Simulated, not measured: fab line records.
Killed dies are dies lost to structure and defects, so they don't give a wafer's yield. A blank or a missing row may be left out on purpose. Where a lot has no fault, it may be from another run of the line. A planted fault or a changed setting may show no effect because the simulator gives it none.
Which of the tools did it? / flow gf180mcu / at 1 step of a route of 602, 12 lots with 36 wafers sampled

WHAT EACH GAUGE READ, for each wafer
GF_V5_THK_MEAS_01.
lot=L075; measured=day 26 22:31; on=filmMetro-03; V5_CVD_00_THK (nm)=302 301 305
lot=L077; measured=day 27 14:07; on=filmMetro-03; V5_CVD_00_THK (nm)=301 300 301
lot=L079; measured=day 27 21:23; on=filmMetro-01; V5_CVD_00_THK (nm)=300 299 301
lot=L081; measured=day 28 15:25; on=filmMetro-02; V5_CVD_00_THK (nm)=297 297 298
lot=L083; measured=day 29 17:01; on=filmMetro-03; V5_CVD_00_THK (nm)=292 300 298
lot=L085; measured=day 29 23:49; on=filmMetro-03; V5_CVD_00_THK (nm)=301 300 302
lot=L087; measured=day 30 16:29; on=filmMetro-03; V5_CVD_00_THK (nm)=301 301 302
lot=L089; measured=day 30 22:44; on=filmMetro-03; V5_CVD_00_THK (nm)=305 298 301
lot=L091; measured=day 31 13:29; on=filmMetro-03; V5_CVD_00_THK (nm)=301 304 304
lot=L093; measured=day 32 03:45; on=filmMetro-01; V5_CVD_00_THK (nm)=300 300 303
lot=L095; measured=day 32 14:00; on=filmMetro-03; V5_CVD_00_THK (nm)=305 301 303
lot=L097; measured=day 32 22:28; on=filmMetro-02; V5_CVD_00_THK (nm)=300 302 297

EACH LOT AND THE TOOL THAT RAN IT (in order: tool; ch and the chambers of the sampled wafers; start)
The record holds no process step before these readings.

THE ANSWER, worked out from the rows above alone
Rule: the usual values come from the lots themselves. Put in order of their means at a reading, lots are off if they are a third of the lots or fewer, leave a main group of 4 or more, and stand apart from it by a gap of 3 or more times the standard deviation of the main group's means; of several such gaps the widest counts. If all means in a main group match to the digits the tables above print for the reading, that group is not used. Also off: a lot with no number at a reading for which 4 or more lots have one. All remaining lots with rows at the step are treated as sound.
No lot is off at any reading shown: from this, nothing can be told.

WHAT WAS PUT IN BY THE SIMULATOR
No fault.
